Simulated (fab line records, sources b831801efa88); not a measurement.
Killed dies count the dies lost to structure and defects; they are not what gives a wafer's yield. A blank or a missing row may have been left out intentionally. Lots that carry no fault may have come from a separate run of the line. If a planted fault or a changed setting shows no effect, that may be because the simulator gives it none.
What tool caused it? / flow sky130 / Sampling: 14 lots, 42 wafers, 2 of 708 route steps

WHAT THE GAUGES SHOWED, per wafer
SKY_LOCAL_INTERCONNECT_THK_MEAS_02: measures by xrf.
lot=L330; measured=day 30 10:18; on=film_metro-02; LOCAL_INTERCONNECT_TIN_THK (nm)=98.2 97.8 97.3
lot=L334; measured=day 31 14:32; on=film_metro-02; LOCAL_INTERCONNECT_TIN_THK (nm)=97.8 97.5 98.0
lot=L335; measured=day 31 21:21; on=film_metro-04; LOCAL_INTERCONNECT_TIN_THK (nm)=98.5 98.7 98.4
lot=L336; measured=day 32 13:49; on=film_metro-01; LOCAL_INTERCONNECT_TIN_THK (nm)=100.8 101.7 99.8
lot=L337; measured=day 32 20:10; on=film_metro-04; LOCAL_INTERCONNECT_TIN_THK (nm)=98.9 100.3 99.9
lot=L338; measured=day 33 03:44; on=film_metro-02; LOCAL_INTERCONNECT_TIN_THK (nm)=99.1 100.2 99.7
lot=L339; measured=day 33 08:03; on=film_metro-02; LOCAL_INTERCONNECT_TIN_THK (nm)=99.4 100.2 99.2
lot=L340; measured=day 33 19:46; on=film_metro-01; LOCAL_INTERCONNECT_TIN_THK (nm)=98.6 100.5 99.6
lot=L343; measured=day 34 17:19; on=film_metro-04; LOCAL_INTERCONNECT_TIN_THK (nm)=98.2 98.9 99.1
lot=L345; measured=day 35 13:49; on=film_metro-04; LOCAL_INTERCONNECT_TIN_THK (nm)=100.3 100.3 100.2
lot=L346; measured=day 35 17:24; on=film_metro-01; LOCAL_INTERCONNECT_TIN_THK (nm)=99.5 99.3 99.2
lot=L347; measured=day 35 19:28; on=film_metro-02; LOCAL_INTERCONNECT_TIN_THK (nm)=99.1 98.7 98.5
lot=L349; measured=day 36 11:19; on=film_metro-02; LOCAL_INTERCONNECT_TIN_THK (nm)=98.9 97.7 97.5
lot=L350; measured=day 36 20:46; on=film_metro-01; LOCAL_INTERCONNECT_TIN_THK (nm)=98.8 98.6 97.6

SKY_LOCAL_INTERCONNECT_CD_MEAS_11 targets a cd of 170 nm.
lot=L330; measured=day 31 15:01; on=cd_sem-02; cd_nm (nm)=167.8 167.3 167.3
lot=L334; measured=day 32 18:11; on=cd_sem-01; cd_nm (nm)=169.8 171.1 171.2
lot=L335; measured=day 33 01:01; on=cd_sem-01; cd_nm (nm)=170.0 170.6 170.0
lot=L336; measured=day 33 16:35; on=cd_sem-02; cd_nm (nm)=168.2 170.6 169.8
lot=L337; measured=day 33 23:18; on=cd_sem-02; cd_nm (nm)=171.6 170.9 173.0
lot=L338; measured=day 34 07:37; on=cd_sem-01; cd_nm (nm)=170.9 169.7 170.6
lot=L339; measured=day 34 11:40; on=cd_sem-02; cd_nm (nm)=168.2 167.4 166.0
lot=L340; measured=day 34 22:45; on=cd_sem-01; cd_nm (nm)=171.9 173.8 172.4
lot=L343; measured=day 35 20:34; on=cd_sem-02; cd_nm (nm)=172.0 170.7 171.2
lot=L345; measured=day 36 16:41; on=cd_sem-02; cd_nm (nm)=168.8 167.5 168.0
lot=L346; measured=day 36 20:12; on=cd_sem-02; cd_nm (nm)=167.7 167.2 166.7
lot=L347; measured=day 36 22:16; on=cd_sem-01; cd_nm (nm)=171.4 172.0 172.4
lot=L349; measured=day 37 13:22; on=cd_sem-01; cd_nm (nm)=171.5 173.0 169.9
lot=L350; measured=day 38 00:00; on=cd_sem-02; cd_nm (nm)=170.0 170.4 169.9

TOOL THAT RAN EACH LOT (tool first, then ch and the chambers of the sampled wafers, then the start)
Record: no process step prior to these readings.

AS READ BY THE TOOLS THEMSELVES (means over the sampled wafers that have a number; for cases with no such wafer, the mark the record gives instead)
The record holds no such reading with a usual standard deviation.

THE ANSWER, worked out from the rows above alone
Rule: the lots themselves supply what counts as usual. Put in order of their means at a reading, lots are off if they are a third of the lots or fewer, leave a main group of 4 or more, and stand apart from it by a gap of 3 or more times the standard deviation of the main group's means; of several such gaps the widest counts. A main group whose means are all the same, to the digits that the tables above print for the reading, isn't used. Also off: a lot with no number at a reading for which 4 or more lots have one. Where the step has rows for the other lots, those lots are counted as sound. First the gauges in route order, then the tools' own readings, where a lot's mean is used as printed above. The first step at which some lot is off is used, and at that step the reading that is off furthest; a lot without a number counts as furthest.
No lot is off on any of the readings shown, so nothing can be concluded from this.

WHAT THE SIMULATOR PUT IN
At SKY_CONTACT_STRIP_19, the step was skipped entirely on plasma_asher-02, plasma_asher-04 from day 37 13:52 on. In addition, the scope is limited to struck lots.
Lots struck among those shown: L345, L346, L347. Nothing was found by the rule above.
